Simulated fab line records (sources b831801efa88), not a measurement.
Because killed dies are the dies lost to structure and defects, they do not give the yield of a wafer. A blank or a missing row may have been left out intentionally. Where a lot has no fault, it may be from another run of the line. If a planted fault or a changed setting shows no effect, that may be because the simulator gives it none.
8D (eight disciplines) problem report, filled in by code / flow sky130 / the parts of the form that need people (team, actions taken, sign-off) are left out

== 1. THE PROBLEM ==
Wafers without a fault read 57.36 W, standard deviation 0.11; heater_power_total_W at SKY_METAL3_SOFTBAKE_09 reads a mean of 59.69 W on 6 wafers belonging to 2 lots. Measured from the usual mean, that is +21 standard deviations.
The step: time 90 s.
First observed at day 40 23:00: wafer L809.1, on litho_track-03. Wafers with a number at this step in the record: 36, from 12 lots. Rule for "out" (also "out of limits"): further than 4 standard deviations from the usual mean. Any other wafer with a number is counted as sound.

== 2. WHAT IT IS AND WHAT IT IS NOT ==
question=which readings at this step | is=heater_power_total_W, plate_temp_C | is not=-
question=which lots | is=L809, L810 | is not=L799, L800, L803, L808, L816, L818, L819, L820, L821, L822
question=which wafers of those lots | is=all that have a number | is not=-
question=read on which tools | is=litho_track-03 | is not=litho_track-02, litho_track-04
question=when | is=from day 40 23:00 | is not=up to then (12 sound wafers); but 18 sound wafers of L816, L818, L819, L820, L821, L822 came after

== 3. WHAT RULES OUT EACH SUSPECT ==
Counting: a tool stays on the suspect list if, at a process step up to the reading, it processed all lots that are out and no sound lot following the first of them.
- cmp-01 at SKY_VIA1_CMP_24 (polishes, stops on SiO2, t overpolish 15 s, target thk 0 nm): ruled out as a lasting fault. Following L809 (day 37 04:22), the first lot on it that is out, the sound lots L816, L819, L822 were run on it.
- litho_track-03 at SKY_METAL3_SOFTBAKE_09 (time 90 s): ruled out as a lasting fault. Following L809 (day 40 23:00), the first lot on it that is out, the sound lots L820, L821 were run on it.
Left after counting: nothing in the record.

== 4. THE CAUSE (what the simulator had put in) ==
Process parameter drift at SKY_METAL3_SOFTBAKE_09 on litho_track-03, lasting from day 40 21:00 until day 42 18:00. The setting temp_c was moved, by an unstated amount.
Counting ruled it out, wrongly.

== 5. THE EFFECT CHAIN, in route order ==
Each row: a reading whose mean over the struck wafers that have a number lies more than 3 standard deviations from the usual. Readings are gone through only where the record gives a usual standard deviation; hours: the median, over the lots, of the time from a lot's start at the first step in this table giving one to that lot's start at this step; sigmas: the change measured in usual standard deviations.
hours=0; step=SKY_METAL3_SOFTBAKE_09; reading=heater_power_total_W; usual=57.36 W; on struck wafers=59.69; change=+2.33; sigmas=+21
hours=0; step=SKY_METAL3_SOFTBAKE_09; reading=plate_temp_C; usual=100.02 C; on struck wafers=103.05; change=+3.03; sigmas=+20
Process steps it contains:
- SKY_METAL3_SOFTBAKE_09: time 90 s.

== 6. WHAT WOULD HAVE CAUGHT IT SOONER ==
The fault began at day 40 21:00; the first out-of-limits reading in this record came at day 40 23:00, 2 hours later.
